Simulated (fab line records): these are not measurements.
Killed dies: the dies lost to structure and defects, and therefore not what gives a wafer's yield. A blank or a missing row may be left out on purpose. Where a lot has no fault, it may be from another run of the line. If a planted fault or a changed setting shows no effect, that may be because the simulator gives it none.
The same fault as seen by 2 desks :: flow sky130 :: each desk holds nothing but its own numbers, with what lay behind them at the end

== AT THE METROLOGY DESK ==
What the gauges read for every lot (on any tool): the sampled wafers with a number, averaged. The brackets show how far a lot's mean lies from the usual mean; more than 4 standard deviations puts the lot out of limits, marked OUT.
Columns: A = VIA2_OVL at SKY_VIA2_OVL_MEAS_13, usual 2 nm; B = VIA2_W_RS at SKY_VIA2_RS_MEAS_22, usual 0.273 ohm/sq
lot: L908
first seen here: day 36 17:53
A: 1
B: 0.275

lot: L909
first seen here: day 36 19:32
A: -2
B: 0.273

lot: L911
first seen here: day 37 23:34
A: 1
B: 0.270

lot: L913
first seen here: day 38 08:35
A: -5
B: 0.277

lot: L912
first seen here: day 38 09:14
A: 3
B: 0.278

lot: L914
first seen here: day 38 09:45
A: -3
B: 0.272

lot: L917
first seen here: day 39 17:50
A: 6
B: 0.274

lot: L916
first seen here: day 39 21:59
A: 6
B: 0.274

lot: L918
first seen here: day 40 02:01
A: 9
B: 0.274

lot: L919
first seen here: day 40 12:29
A: -6
B: 0.268

lot: L928
first seen here: day 42 12:27
A: 0
B: 0.273

lot: L929
first seen here: day 42 17:38
A: -2
B: 0.273

lot: L930
first seen here: day 43 02:50
A: 3
B: 0.270

lot: L931
first seen here: day 43 05:47
A: 6
B: 0.277
This desk's verdict: no lot among the 14 shows anything out of limits.

== AT THE TOOL OWNER'S DESK: implanter-01 ==
The tool's own readings at SKY_LDD_N_IMPLANT_14: means of the sampled wafers that have a number, for each lot that ran on this tool. The brackets show how far a lot's mean lies from the usual mean; more than 4 standard deviations puts the lot out of limits, marked OUT.
Columns: A = dose-ions-cm2 at SKY_LDD_N_IMPLANT_14, usual 5e+12; B = faraday-current-uA at SKY_LDD_N_IMPLANT_14, usual 28.1
lot: L911
first seen here: day 19 13:27
A: 5e+12
B: 27.9

lot: L914
first seen here: day 20 00:18
A: 5e+12
B: 28.1

lot: L928
first seen here: day 25 03:28
A: 3e+12 (-99 or more) OUT
B: 17.6 (-18) OUT

lot: L929
first seen here: day 25 11:04
A: 3e+12 (-99 or more) OUT
B: 17.4 (-19) OUT
This desk finds L928, L929 out of limits, L928 being first, at day 25 03:28 (dose-ions-cm2 at SKY_LDD_N_IMPLANT_14). In limits: L911, L914.

== TAKEN TOGETHER ==
The tool owner's desk could have raised an alarm at day 25 03:28, on L928, L929.
Nothing out of limits was seen by the metrology desk.
The metrology desk has L928, L929 on record, within its limits.
Of the lots named, all ran SKY_LDD_N_IMPLANT_14 on implanter-01.

== WHAT THE SIMULATOR HAD INSERTED ==
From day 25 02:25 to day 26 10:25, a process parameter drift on implanter-01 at SKY_LDD_N_IMPLANT_14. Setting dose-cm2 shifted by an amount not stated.
Lots struck among those shown: L928, L929.
Hours from the fault's start to each desk's first reading out of limits: the tool owner's desk, 1.
